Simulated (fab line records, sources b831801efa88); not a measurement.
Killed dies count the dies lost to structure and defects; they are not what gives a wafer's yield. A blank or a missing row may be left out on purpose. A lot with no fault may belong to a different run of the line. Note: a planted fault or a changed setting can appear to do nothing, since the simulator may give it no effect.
Matching of chambers -- flow gf180mcu -- 4 sister chambers for GF_V4_CMP_04 on cmp-02
The step polishes SiO2. 36 wafers are shown with their chamber, then 12 later ones without.

WAFERS PAIRED WITH THEIR CHAMBERS
wafer,chamber,motor_current_A (A),time_to_endpoint_s (s)
L074.1,3,12.3,69
L074.2,2,13.7,76
L074.6,2,13.4,73
L074.3,1,12.3,70
L074.4,0,12.4,71
L074.5,3,12.7,70
L075.1,3,12.8,69
L075.2,1,12.2,82
L075.4,0,12.1,88
L076.2,2,14.2,76
L076.3,0,12.6,74
L076.4,3,12.8,71
L078.4,3,11.9,73
L078.5,1,12.0,77
L078.6,0,12.3,81
L080.2,0,12.6,79
L080.5,0,12.4,85
L080.6,3,12.5,79
L081.2,3,12.3,71
L081.3,1,12.7,79
L081.4,0,12.0,75
L082.1,0,12.3,75
L082.3,1,11.4,87
L082.6,0,13.0,82
L086.2,1,12.1,78
L086.3,3,11.9,67
L086.6,2,14.2,77
L086.1,2,14.2,73
L086.4,0,12.5,75
L086.5,1,12.1,78
L088.3,1,12.4,78
L088.4,3,12.6,73
L088.6,0,12.5,78
L089.1,2,14.1,72
L089.2,1,12.5,77
L089.6,2,14.2,79

SIGNATURES, as means of the wafers listed above
reading,chamber 0,chamber 1,chamber 2,chamber 3,scatter within a chamber
motor_current_A,12.427,12.189,14.000,12.422,0.326
time_to_endpoint_s,78.45,78.44,75.14,71.33,4.19
Rule: a wafer lies at a distance from a chamber equal to the root of the sum of squares, over the readings, of (its reading less the chamber's mean, divided by the reading's scatter). The wafer belongs to the nearest chamber; if the next one is less than 2 further off, it can't be placed. The scatter is the square root of a quotient: the sum, over the shown wafers, of each reading's squared deviation from its chamber's mean, divided by wafers minus chambers.

WAFERS WITH NO CHAMBER GIVEN
wafer,motor_current_A (A),time_to_endpoint_s (s)
L089.3,12.6,69
L089.4,12.4,76
L089.5,12.2,73
L091.1,12.7,76
L091.4,12.9,76
L091.5,12.4,73
L095.1,12.8,77
L095.2,14.3,75
L095.3,12.6,69
L097.1,12.4,74
L097.4,13.7,81
L097.6,11.9,78

CHAMBER TAKEN BY EACH
wafer,from the rows above,in truth
L089.3,can't be placed: 3 or 0 or 1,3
L089.4,can't be placed: 0 or 1 or 3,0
L089.5,can't be placed: 3 or 1 or 0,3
L091.1,can't be placed: 0 or 3 or 1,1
L091.4,can't be placed: 0 or 3 or 1 or 2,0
L091.5,can't be placed: 3 or 0 or 1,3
L095.1,can't be placed: 0 or 3 or 1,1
L095.2,2,2
L095.3,can't be placed: 3 or 0 or 1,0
L097.1,can't be placed: 3 or 0 or 1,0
L097.4,2,2
L097.6,can't be placed: 1 or 0 or 3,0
2 of 12 placed correctly. From these rows, 10 cannot be placed; in 10 the true chamber is one of the candidates. Wrongly placed: 0.
